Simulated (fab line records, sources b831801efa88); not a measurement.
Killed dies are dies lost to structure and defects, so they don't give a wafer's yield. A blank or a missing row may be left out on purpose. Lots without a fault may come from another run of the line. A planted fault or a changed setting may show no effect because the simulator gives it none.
Split-lot experiment | flow sfq_line | 5 lots, 27 wafers read, on a route of 325 steps

THE SPLIT
At SFQ_TRILAYER_A5B_DEP_PECVD_129 (deposits SiO2 from SiH4/N2O, time 133.33 s, target thk 600 nm), the setting time_s was moved away from the recipe's 133.33 s on 12 of the 27 wafers read, by -50.1% to +59.1%. The other wafers ran this setting at the recipe's value.

The reading is taken at the split's own step.

THE READING
SiO2_of_TRILAYER_A5B_DEP_PECVD_129.thk_nm (the simulator's own value, which no gauge read), in nm, at SFQ_TRILAYER_A5B_DEP_PECVD_129 (deposits SiO2 from SiH4/N2O, time 133.33 s, target thk 600 nm). The file gives no usual value for it. The 15 wafers here that ran the recipe average 602.2 nm, standard deviation 6.4 nm.

wafer  | tool, chamber at the split | time_s as run, s | against the recipe | SiO2_of_TRILAYER_A5B_DEP_PECVD_129.thk_nm, nm | against lot-mates on the recipe
L074.3 | pecvd-01, 0                | 133.33           | recipe             | 602.2                                         | -
L074.5 | pecvd-01, 1                | 133.33           | recipe             | 602.5                                         | -
L074.6 | pecvd-01, 2                | 133.33           | recipe             | 600.2                                         | -
L076.1 | pecvd-02, 0                | 133.33           | recipe             | 598.9                                         | -
L076.2 | pecvd-02, 2                | 133.33           | recipe             | 600                                           | -
L076.3 | pecvd-02, 1                | 212.1            | +59.1%             | 951.4                                         | +348.0
L076.4 | pecvd-02, 2                | 212.1            | +59.1%             | 967.7                                         | +364.3
L076.5 | pecvd-02, 0                | 212.1            | +59.1%             | 954.6                                         | +351.2
L076.6 | pecvd-02, 1                | 133.33           | recipe             | 611.4                                         | -
L077.1 | pecvd-03, 1                | 133.33           | recipe             | 585.4                                         | -
L077.2 | pecvd-03, 0                | 162.2            | +21.7%             | 721.8                                         | +128.6
L077.3 | pecvd-03, 2                | 162.2            | +21.7%             | 723.8                                         | +130.6
L077.4 | pecvd-03, 0                | 162.2            | +21.7%             | 724.7                                         | +131.5
L077.5 | pecvd-03, 2                | 133.33           | recipe             | 598.5                                         | -
L077.6 | pecvd-03, 1                | 133.33           | recipe             | 595.7                                         | -
L081.1 | pecvd-01, 1                | 66.57            | -50.1%             | 298.4                                         | -307.9
L081.2 | pecvd-01, 0                | 66.57            | -50.1%             | 301.4                                         | -304.9
L081.3 | pecvd-01, 1                | 133.33           | recipe             | 610.4                                         | -
L081.4 | pecvd-01, 0                | 133.33           | recipe             | 600.9                                         | -
L081.5 | pecvd-01, 1                | 66.57            | -50.1%             | 312.5                                         | -293.8
L081.6 | pecvd-01, 0                | 133.33           | recipe             | 607.7                                         | -
L084.1 | pecvd-02, 2                | 133.33           | recipe             | 602.8                                         | -
L084.2 | pecvd-02, 1                | 169.6            | +27.2%             | 766.2                                         | +159.8
L084.3 | pecvd-02, 0                | 133.33           | recipe             | 608.1                                         | -
L084.4 | pecvd-02, 1                | 169.6            | +27.2%             | 770.5                                         | +164.1
L084.5 | pecvd-02, 2                | 133.33           | recipe             | 608.3                                         | -
L084.6 | pecvd-02, 0                | 169.6            | +27.2%             | 777                                           | +170.6

THE FIT
A straight line over all 27 wafers: SiO2_of_TRILAYER_A5B_DEP_PECVD_129.thk_nm changes by +5.99 nm for each +1% of time_s; r = +1.00; the points scatter about the line by 7.2 nm.
The same after taking each lot's own level away (the mean of its wafers on the recipe; 27 wafers): +6.02 nm for each +1%; r = +1.00; scatter 4.9 nm.
On that fit, the largest move of time_s shifts the reading by 3.6e+02 nm.
The lots' own levels span 593.20 to 606.40 nm, that is 2.1 times the standard deviation above.
So the lot-to-lot level changes the slope little: the two slopes agree.
Check: with one of the wafers moved furthest among these (+59.1%) left out of the fit, the line predicts +357 nm for it against its lot-mates. It came out at +348 nm against them.

OTHER SPLITS ON THESE WAFERS
These wafers also went through other splits before the reading. Each is held against what the fit with the lots' levels taken away leaves over:
other split on the same wafers                    | wafers away from the commonest value | r with SiO2_of_TRILAYER_A5B_DEP_PECVD_129.thk_nm (lot level and that fit taken away)
SFQ_TRILAYER_I4_VIA_BARC_OPEN_VIA_ETCH_146 time_s | 9                                    | +0.07
SFQ_TRILAYER_M5_BARC_OPEN_METAL_ETCH_161 time_s   | 6                                    | -0.21

THE FILE'S OWN FIT
SiO2_of_TRILAYER_A5B_DEP_PECVD_129.thk_nm changes by +6.02 nm for each +1% of time_s, r = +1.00.
